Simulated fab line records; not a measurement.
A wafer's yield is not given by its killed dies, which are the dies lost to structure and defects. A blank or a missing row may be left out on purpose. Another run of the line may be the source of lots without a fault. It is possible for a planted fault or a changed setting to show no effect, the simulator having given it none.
Which of the tools did it?    flow sky130    Sampling: 11 lots, 33 wafers, 3 of 708 route steps

== WHAT EACH GAUGE READ, for each wafer ==
SKY_VIA4_THK_MEAS_20: measures by xrf.
lot   measured      on             VIA4_W_THK (nm)
L846  day 42 20:58  film_metro-02  507 513 504
L847  day 42 21:19  film_metro-03  514 508 508
L848  day 43 00:34  film_metro-03  510 512 511
L849  day 43 20:00  film_metro-02  513 516 521
L853  day 44 23:38  film_metro-03  514 520 516
L856  day 45 15:53  film_metro-01  500 497 504
L860  day 46 17:45  film_metro-02  519 526 529
L861  day 47 04:41  film_metro-01  509 512 512
L865  day 47 22:06  film_metro-01  514 508 516
L867  day 47 23:20  film_metro-02  508 516 518
L868  day 48 08:47  film_metro-03  511 523 503

== EACH LOT AND THE TOOL THAT RAN IT (in order: tool; ch and the chambers of the sampled wafers; start) ==
lot   SKY_VIA2_ETCH_14                    SKY_METAL4_ETCH_16
L846  rie_diel-01 ch 0,1,3, day 36 06:45  rie_metal-03 ch 0,1, day 41 18:44
L847  rie_diel-02 ch 0,1, day 36 09:24    rie_metal-01 ch 0,1, day 41 19:47
L848  rie_diel-04 ch 1,2, day 36 14:36    rie_metal-04 ch 0, day 41 23:14
L849  rie_diel-02 ch 2,3, day 37 08:15    rie_metal-01 ch 0,1, day 42 18:20
L853  rie_diel-01 ch 0,1, day 38 14:57    rie_metal-03 ch 0, day 43 21:29
L856  rie_diel-01 ch 0,2, day 39 11:12    rie_metal-01 ch 0, day 44 15:56
L860  rie_diel-04 ch 1,2,3, day 40 17:09  rie_metal-04 ch 0,1, day 45 19:14
L861  rie_diel-04 ch 0,1,2, day 41 08:15  rie_metal-03 ch 0, day 46 05:53
L865  rie_diel-04 ch 0,2,3, day 42 04:48  rie_metal-01 ch 0,1, day 47 00:00
L867  rie_diel-01 ch 0,1,3, day 42 08:10  rie_metal-04 ch 0,1, day 47 01:05
L868  rie_diel-01 ch 0,1,3, day 42 18:40  rie_metal-03 ch 0,1, day 47 11:03
- SKY_VIA2_ETCH_14: etches BARC in N2/H2, stops on SiO2, time 45.9 s, target depth 60 nm.
- SKY_METAL4_ETCH_16: etches BARC in N2/H2, stops on SiO2, time 88.2 s, target depth 60 nm.

== AS READ BY THE TOOLS THEMSELVES (means over the sampled wafers that have a number; for cases with no such wafer, the mark the record gives instead) ==
SKY_VIA2_ETCH_14.
lot   tool         chamber_pressure_mTorr (mTorr)  drypump_motor_current_A (A)  oes_product_au (a.u.)  throttle_valve_pct (%)
L846  rie_diel-01  29.997                          5.5                          0.855                  13.223
L847  rie_diel-02  30.011                          5.6                          0.855                  13.221
L848  rie_diel-04  30.006                          5.7                          0.850                  13.225
L849  rie_diel-02  30.017                          5.5                          0.858                  13.225
L853  rie_diel-01  29.967                          5.5                          0.852                  13.226
L856  rie_diel-01  30.015                          5.8                          0.852                  13.220
L860  rie_diel-04  29.977                          5.6                          0.853                  13.217
L861  rie_diel-04  29.998                          5.9                          0.856                  13.217
L865  rie_diel-04  29.997                          5.9                          0.856                  13.226
L867  rie_diel-01  29.992                          5.5                          0.856                  13.216
L868  rie_diel-01  30.017                          5.6                          0.853                  13.228

SKY_METAL4_ETCH_16.
lot   tool          chamber_pressure_mTorr (mTorr)  drypump_motor_current_A (A)  oes_product_au (a.u.)  throttle_valve_pct (%)
L846  rie_metal-03  29.996                          5.6                          0.626                  13.201
L847  rie_metal-01  29.989                          5.6                          0.629                  13.202
L848  rie_metal-04  29.988                          5.9                          0.628                  13.192
L849  rie_metal-01  29.959                          5.3                          0.626                  13.206
L853  rie_metal-03  29.978                          5.9                          0.631                  13.206
L856  rie_metal-01  30.017                          4.9                          0.623                  13.211
L860  rie_metal-04  29.967                          5.9                          0.623                  13.209
L861  rie_metal-03  29.982                          5.9                          0.624                  13.210
L865  rie_metal-01  30.003                          5.6                          0.620                  13.195
L867  rie_metal-04  29.995                          5.9                          0.626                  13.215
L868  rie_metal-03  29.994                          5.6                          0.626                  13.206

== THE ANSWER, worked out from the rows above alone ==
Rule: the lots themselves supply what counts as usual. Put in order of their means at a reading, lots are off if they are a third of the lots or fewer, leave a main group of 4 or more, and stand apart from it by a gap of 3 or more times the standard deviation of the main group's means; of several such gaps the widest counts. If all means in a main group match to the digits the tables above print for the reading, that group is not used. Also off: a lot with no number at a reading for which 4 or more lots have one. The other lots that the step has rows for count as sound. Order of review: gauges by route order, followed by the tools' own readings, for which a lot's mean as printed above is used. The first step at which some lot is off is used, and at that step the reading that is off furthest; a lot without a number counts as furthest.
Across all readings shown, no lot is off: no conclusion can be drawn from this.

== WHAT HAD BEEN PUT IN BY THE SIMULATOR ==
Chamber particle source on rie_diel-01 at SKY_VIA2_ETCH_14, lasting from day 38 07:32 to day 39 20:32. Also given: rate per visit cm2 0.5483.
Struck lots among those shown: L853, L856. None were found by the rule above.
